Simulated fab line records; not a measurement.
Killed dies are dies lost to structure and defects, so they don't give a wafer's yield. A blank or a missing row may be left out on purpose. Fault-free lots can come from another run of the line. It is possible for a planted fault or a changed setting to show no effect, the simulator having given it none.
A struck lot beside a sound one -- flow sky130 -- 15 out of 708 route steps
Sound: these wafers, L716.2, L716.3, L716.6. Wafers L720.1, L720.4, L720.5 were the ones struck. The cause comes at the end.
Per side, at each step with rows, come the tool, then ch with its chambers, and then its first start. Under that, the readings that differ: sound wafers -- struck wafers -- difference of the means -- sigmas: that difference in standard deviations of wafers without a fault.
alike: readings whose means differ by less than 2 such deviations, and words and numbers that are the same on both sides. not compared: withheld readings, readings that some wafer has no value for, bounds like >300 that may hide the same value, and numbers for which the record gives no deviation and whose values overlap.
A row with sigmas, a row that says differs or no value, or rows on one side alone: a step with any of these is where the two part. Numbers that have no deviation but don't overlap get no sigmas and don't part them. Lack of a reading on every wafer of one side parts them only where that side has two or more wafers.

first, 6 steps without rows for these wafers: SKY_GATE_OXIDE_HMDS_04 (prime time 60 s); SKY_GATE_OXIDE_COAT_05 (resist thk 1140 nm); SKY_GATE_OXIDE_SOFTBAKE_06 (time 60 s); SKY_GATE_OXIDE_EXPOSE_07 (exposes mask LVOM, target cd 600 nm); SKY_GATE_OXIDE_PEB_08; SKY_GATE_OXIDE_DEVELOP_09 (develop time 60 s).
SKY_GATE_OXIDE_OVL_MEAS_10:
  sound: overlay-02 at day 16 19:37; struck: overlay-02 at day 18 02:16
  alike: GATE_OXIDE_OVL
then, 2 steps without rows for these wafers: SKY_GATE_OXIDE_IMPLANT_11; SKY_GATE_OXIDE_WET_ETCH_12 (etches SiO2 in dHF, target depth 16.8 nm, time 319.8 s).
SKY_GATE_OXIDE_STRIP_13: strips in O2/N2.
  sound on plasmaAsher-04 ch 0,1, day 16 19:54; struck on plasmaAsher-03 ch 0,1, day 18 02:34
  alike: drypumpMotorCurrentA, n2FlowSccm, oesProductAu, stripTimeToEndpointS
  not compared: rfHoursCounterH
SKY_GATE_OXIDE_TW_MEAS_14:
  sound: filmMetro-03 at day 16 20:01; struck: filmMetro-03 at day 18 02:40
  alike: GATE_OXIDE_TW
then, 1 step without rows for these wafers: SKY_GATE_OXIDE_CLEAN_15 (cleans in SC1/SC2, time 150 s).
SKY_GATE_OXIDE_OXIDATION_16: stabilise 600 s, purge 300 s, target thk 3.57 nm.
  sound on furnace-01 ch 0, day 16 20:14; struck on furnace-02 ch 0, day 18 03:27
  alike: rampDownCPerMin, zonePowerUpperPct
  not compared: model.SiO2_of_GATE_OXIDE_OXIDATION_01.thkNm
then, 1 step without rows for these wafers: SKY_POLY_GATE_CVD_00 (deposits poly-Si, target thk 180 nm, time 720 s).
-- a jump in the record: the struck wafers' starts before and after are 31 days apart (it breaks off in module POLY_GATE and resumes in module PAD_OPEN, where the first step shown is number 708 of the route) --
SKY_PAD_OPEN_PROBE_99:
  sound: prober-02 at day 48 04:28; struck: prober-02 at day 48 18:13
reading,sound,struck,difference,sigmas
model.etest.pfet_01v8.rOnOhmUm,2953 2898 2929,3056 2988 3062,+109,
model.etest.nfet_01v8.rOnOhmUm,830.8 831.5 843.1,908.5 874.9 906.7,+61.6,
model.etest.nfet_01v8_lvt.driveUaUm,578.2 576.5 569.3,512.7 525.7 516.9,-56.2,
model.etest.nfet_01v8_turned.driveUaUm,512.1 501.6 500.3,442.8 454.2 447.2,-56.6,
model.etest.nfet_01v8_swapped.driveUaUm,507.8 501.7 499.1,443.9 453.4 442.4,-56.3,
model.etest.nfet_01v8.driveUaUm,509.2 505.1 495.5,438.7 454.3 444.2,-57.5,
  alike: killed_at_M0_to_M3, killed_at_M4_up, killedAtContacts, killedAtFrontEnd, killedAtOther, killedDies, killedOnRim, killedOpen, killedShort
  not compared: model.etest.sramNfetPass.driveUaUm, model.etest.nfetG5v0d10v5.driveUaUm

## WHERE THEY PART
Nowhere in this record.

WHY: the cause the simulator had injected
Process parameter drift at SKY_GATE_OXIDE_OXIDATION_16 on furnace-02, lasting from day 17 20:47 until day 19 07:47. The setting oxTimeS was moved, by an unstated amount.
